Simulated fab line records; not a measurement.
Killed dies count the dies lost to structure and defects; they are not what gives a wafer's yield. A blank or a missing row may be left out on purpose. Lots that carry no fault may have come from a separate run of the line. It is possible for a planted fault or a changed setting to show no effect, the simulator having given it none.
What tool caused it?    flow gf180mcu    11 lots, 33 wafers sampled, at 4 steps of a route of 602

== WHAT EACH GAUGE READ, for each wafer ==
GF_NSD_OVL_MEAS_08.
lot   measured      on          NSD_OVL (nm)
L861  day 14 14:07  overlay-02  0.7 -0.6 0.9
L862  day 14 20:47  overlay-02  0.2 -0.8 -0.3
L863  day 15 06:50  overlay-02  2.4 2.2 1.8
L864  day 15 16:40  overlay-01  1.0 0.0 -0.5
L866  day 16 09:24  overlay-01  0.3 0.1 -0.3
L867  day 16 23:14  overlay-01  -0.3 -1.3 -1.2
L870  day 17 19:10  overlay-01  -1.2 -1.6 -1.6
L876  day 19 19:55  overlay-02  2.7 2.6 3.6
L878  day 20 09:03  overlay-02  -0.7 1.6 -0.2
L879  day 20 17:53  overlay-02  1.8 2.3 1.4
L880  day 21 04:39  overlay-02  1.1 1.5 0.5

GF_PSD_RS_MEAS_15: the measuring method here is four-point-probe.
lot   measured      on             PSD_RS (ohm/sq)
L861  day 15 12:19  film_metro-02  108.8 108.7 108.7
L862  day 15 19:05  film_metro-02  108.6 108.8 108.5
L863  day 16 05:14  film_metro-02  109.1 108.7 108.7
L864  day 16 15:43  film_metro-01  108.4 108.3 108.1
L866  day 17 08:57  film_metro-03  110.7 110.6 110.6
L867  day 17 23:17  film_metro-02  110.7 111.0 111.1
L870  day 18 19:27  film_metro-03  111.2 111.1 111.5
L876  day 20 20:52  film_metro-01  107.8 108.0 108.0
L878  day 21 10:31  film_metro-02  108.9 108.8 108.7
L879  day 21 18:59  film_metro-01  108.4 108.5 108.4
L880  day 22 05:36  film_metro-02  109.0 108.6 108.6

== WHICH TOOL RAN EACH LOT (tool, then ch and the chambers of the sampled wafers, then the start) ==
lot   GF_PSD_IMPLANT_09                GF_PSD_STRIP_10
L861  implanter-01 ch 0, day 15 11:46  plasma_asher-04 ch 0,1, day 15 11:53
L862  implanter-03 ch 0, day 15 18:32  plasma_asher-03 ch 0,1, day 15 18:41
L863  implanter-03 ch 0, day 16 04:41  plasma_asher-03 ch 0,1, day 16 04:50
L864  implanter-03 ch 0, day 16 15:08  plasma_asher-03 ch 1, day 16 15:17
L866  implanter-03 ch 0, day 17 08:23  plasma_asher-01 ch 0,1, day 17 08:32
L867  implanter-03 ch 0, day 17 22:44  plasma_asher-01 ch 0,1, day 17 22:51
L870  implanter-03 ch 0, day 18 18:54  plasma_asher-03 ch 0,1, day 18 19:02
L876  implanter-02 ch 0, day 20 20:18  plasma_asher-04 ch 0,1, day 20 20:26
L878  implanter-03 ch 0, day 21 09:57  plasma_asher-03 ch 0,1, day 21 10:05
L879  implanter-01 ch 0, day 21 18:26  plasma_asher-04 ch 0, day 21 18:35
L880  implanter-02 ch 0, day 22 05:03  plasma_asher-03 ch 0,1, day 22 05:10
- GF_PSD_IMPLANT_09
- GF_PSD_STRIP_10: strips in O2/N2.

== AS READ BY THE TOOLS THEMSELVES (means over the sampled wafers that have a number; for cases with no such wafer, the mark the record gives instead) ==
GF_PSD_IMPLANT_09.
lot   tool          dose_ions_cm2  faraday_current_uA
L861  implanter-01  1.5e+15        8341
L862  implanter-03  1.5e+15        8409
L863  implanter-03  1.5e+15        8060
L864  implanter-03  1.5e+15        8360
L866  implanter-03  1.4e+15        7883
L867  implanter-03  1.4e+15        7812
L870  implanter-03  1.4e+15        7606
L876  implanter-02  1.5e+15        8256
L878  implanter-03  1.5e+15        8336
L879  implanter-01  1.5e+15        8148
L880  implanter-02  1.5e+15        8182

GF_PSD_STRIP_10.
lot   tool             chamber_pressure_mTorr (mTorr)  drypump_motor_current_A (A)  heater_power_w (W)  oes_product_au (a.u.)  strip_time_to_endpoint_s (s)
L861  plasma_asher-04  1498.9                          5.5                          309                 0.586                  16.53
L862  plasma_asher-03  1501.2                          5.6                          336                 0.591                  16.49
L863  plasma_asher-03  1500.5                          5.6                          331                 0.589                  16.50
L864  plasma_asher-03  1500.5                          5.9                          437                 0.594                  16.53
L866  plasma_asher-01  1499.7                          5.6                          379                 0.595                  16.34
L867  plasma_asher-01  1500.0                          5.6                          379                 0.599                  16.34
L870  plasma_asher-03  1501.5                          5.6                          339                 0.596                  16.29
L876  plasma_asher-04  1500.4                          5.5                          310                 0.591                  16.52
L878  plasma_asher-03  1501.2                          5.6                          332                 0.593                  16.54
L879  plasma_asher-04  1499.7                          5.2                          326                 0.594                  16.52
L880  plasma_asher-03  1499.9                          5.5                          333                 0.589                  16.50

== THE ANSWER, worked out from the rows above alone ==
Rule: usual is defined by the lots themselves. Put in order of their means at a reading, lots are off if they are a third of the lots or fewer, leave a main group of 4 or more, and stand apart from it by a gap of 3 or more times the standard deviation of the main group's means; of several such gaps the widest counts. Not used: any main group whose means are identical at the precision the tables above print for the reading. Also off: a lot with no number at a reading for which 4 or more lots have one. The other lots that the step has rows for count as sound. First the gauges in route order, then the tools' own readings, where a lot's mean is used as printed above. At the first step where some lot is off, the reading lying furthest off is the one used; lots without a number count as furthest.
Off: L866, L867, L870, at GF_PSD_RS_MEAS_15 (PSD_RS). The main group has a mean of 108.5 ohm/sq with a standard deviation of 0.29.
A tool fits if, at a process step before that reading, it ran every lot that is off, and no sound lot after the first of them. Not tried: the gauges at GF_PSD_RS_MEAS_15; whatever is off there is also off at GF_PSD_STRIP_10, on other tools, and gauge error can't account for it. Not one of the candidates tried fits.

== WHAT THE SIMULATOR PUT IN ==
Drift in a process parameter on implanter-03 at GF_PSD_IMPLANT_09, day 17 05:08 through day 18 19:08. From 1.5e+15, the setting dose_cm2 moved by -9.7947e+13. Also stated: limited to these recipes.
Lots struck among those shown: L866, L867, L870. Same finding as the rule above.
